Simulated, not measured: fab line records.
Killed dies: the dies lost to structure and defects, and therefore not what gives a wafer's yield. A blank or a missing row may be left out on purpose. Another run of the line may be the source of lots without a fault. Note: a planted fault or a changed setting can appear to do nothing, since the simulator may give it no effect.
Problem report, 8D (eight disciplines) form, completed by code | flow gf180mcu | the parts of the form that need people (team, actions taken, sign-off) are left out

## 1. WHAT IS WRONG
HV_LDD_3_TW at GF_HV_LDD_TW_MEAS_38 reads a mean of 1503 on 6 wafers of 2 lots; wafers without a fault read 1429 with a standard deviation of 11. Measured from the usual mean, that is +6.7 standard deviations.
Earliest sighting: wafer L793.1 on film-metro-04 at day 16 08:43. The record has a number at this step for 36 wafers belonging to 12 lots. Rule for "out" (also "out of limits"): further than 4 standard deviations from the usual mean. The other wafers with a number count as sound.

## 2. WHAT IT IS AND WHAT IT IS NOT
question                    | is                     | is not
which readings at this step | HV_LDD_3_TW            | -
which lots                  | L793, L795             | L779, L781, L783, L784, L786, L787, L796, L800, L801, L802
which wafers of those lots  | all that have a number | -
read on which gauges        | film-metro-04          | film-metro-02, film-metro-03
when                        | from day 16 08:43      | up to then (18 sound wafers); but 12 sound wafers of L796, L800, L801, L802 came after

## 3. SUSPECTS, AND WHAT RULES EACH OUT
Counting: a tool at a process step up to the reading stays a suspect if it ran every lot that is out and no sound lot after the first of them.
- the gauge at GF_HV_LDD_TW_MEAS_38 is ruled out. All the wafers that are out were read on film-metro-04, but those of them that GF_HV_LDD_IMPLANT_34 has rows for are out there too, on other tools.
- plasma-asher-04 at GF_HV_LDD_STRIP_10 (strips in O2/N2): ruled out as a lasting fault. Sound lots L800, L802 ran on it after its first lot that is out, L793 (day 14 12:32).
- implanter-01 at GF_HV_LDD_IMPLANT_34: kept. It processed each lot that is out, first L793 at day 16 08:10, and no sound lot thereafter; up to then, the last sound lot it processed was L787 at day 14 10:22. Its own dose-ions-cm2, faraday-current-uA readings are out on those wafers.
After counting, what remains is implanter-01 at GF_HV_LDD_IMPLANT_34.

## 4. THE CAUSE (what the simulator had put in)
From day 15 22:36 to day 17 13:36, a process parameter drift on implanter-01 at GF_HV_LDD_IMPLANT_34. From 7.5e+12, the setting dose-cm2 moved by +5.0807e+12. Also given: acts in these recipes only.
This tool alone remained once counting was done.

## 5. THE CHAIN OF EFFECTS, in route order
Each row: a reading whose mean over the struck wafers that have a number lies more than 3 standard deviations from the usual. Scope: only readings with a usual standard deviation given in the record; hours: median across lots of the time from each lot's start at the first step in this table that gives one to its start at this step; sigmas: change in usual standard deviations.
hours | step                 | reading            | usual        | on struck wafers | change     | sigmas
0     | GF_HV_LDD_IMPLANT_34 | dose-ions-cm2      | 7.502e+12    | 1.258e+13        | +5.076e+12 | +99 or more
0     | GF_HV_LDD_IMPLANT_34 | faraday-current-uA | 42.2         | 70.6             | +28.4      | +35
1     | GF_HV_LDD_TW_MEAS_38 | HV_LDD_3_TW        | 1429         | 1503             | +74        | +6.7
24    | GF_HV_LDD_RS_MEAS_53 | HV_LDD_RS          | 418.7 ohm/sq | 405.6            | -13.1      | -14
Process steps it contains:
- GF_HV_LDD_IMPLANT_34

## 6. HOW IT WOULD HAVE BEEN CAUGHT EARLIER
10 hours passed between the start of the fault at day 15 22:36 and the first reading out of limits at a measuring or inspecting step in this record, taken at day 16 08:43.
At GF_HV_LDD_IMPLANT_34, the tool's own readings (dose-ions-cm2, faraday-current-uA) were out on each struck wafer the step has a row for, so an alarm limit on them would have fired on the first such wafer.
L795, from the lots that are out (2), started GF_HV_LDD_IMPLANT_34 on implanter-01 later than day 16 08:43. Putting the tool on hold at that point would have spared it.
